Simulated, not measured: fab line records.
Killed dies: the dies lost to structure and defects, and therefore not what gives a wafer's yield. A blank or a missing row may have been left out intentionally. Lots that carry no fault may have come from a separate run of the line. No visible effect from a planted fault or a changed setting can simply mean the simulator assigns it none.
Which of the tools did it?    flow sky130    33 wafers sampled from 11 lots at 1 step of a route of 708

== WHAT EACH GAUGE READ, for each wafer ==
SKY_VIA3_THK_MEAS_01. Usual: VIA3_HDPCVD_THK typically reads 1667 nm, with standard deviation 21.
lot   measured      on             VIA3_HDPCVD_THK (nm)  flag
L817  day 39 15:11  film-metro-01  1635 1648 1647        
L818  day 39 19:21  film-metro-03  1649 1627 1629        
L819  day 39 23:19  film-metro-04  1658 1670 1668        
L821  day 40 12:07  film-metro-01  1656 1653 1657        
L822  day 40 22:59  film-metro-01  1668 1637 1654        
L823  day 41 10:45  film-metro-03  1661 1665 1673        
L824  day 41 16:32  film-metro-04  1663 1664 1669        
L826  day 41 22:23  film-metro-01  1662 1664 1670        
L834  day 44 08:01  film-metro-01  1685 1696 1683        
L835  day 44 10:08  film-metro-01  1652 1664 1652        
L838  day 45 05:40  film-metro-01  1663 1673 1683        

== EACH LOT AND THE TOOL THAT RAN IT (in order: tool; ch and the chambers of the sampled wafers; start) ==
Before these readings, the record contains no process step.

== AS READ BY THE TOOLS THEMSELVES (means over the sampled wafers that have a number; for cases with no such wafer, the mark the record gives instead) ==
The record holds no such reading with a usual standard deviation.

== THE ANSWER, worked out from the rows above alone ==
Rule: a lot counts as off when the mean over its wafers that have a number is more than 3 standard deviations away from the usual mean. Also off: a lot with no number at a reading for which 4 or more lots have one. Where the step has rows for the other lots, those lots are counted as sound. First the gauges in route order, then the tools' own readings, where a lot's mean is used as printed above. The first step at which some lot is off is used, and at that step the reading that is off furthest; a lot without a number counts as furthest.
Across all readings shown, no lot is off: no conclusion can be drawn from this.

== WHAT WAS PUT IN BY THE SIMULATOR ==
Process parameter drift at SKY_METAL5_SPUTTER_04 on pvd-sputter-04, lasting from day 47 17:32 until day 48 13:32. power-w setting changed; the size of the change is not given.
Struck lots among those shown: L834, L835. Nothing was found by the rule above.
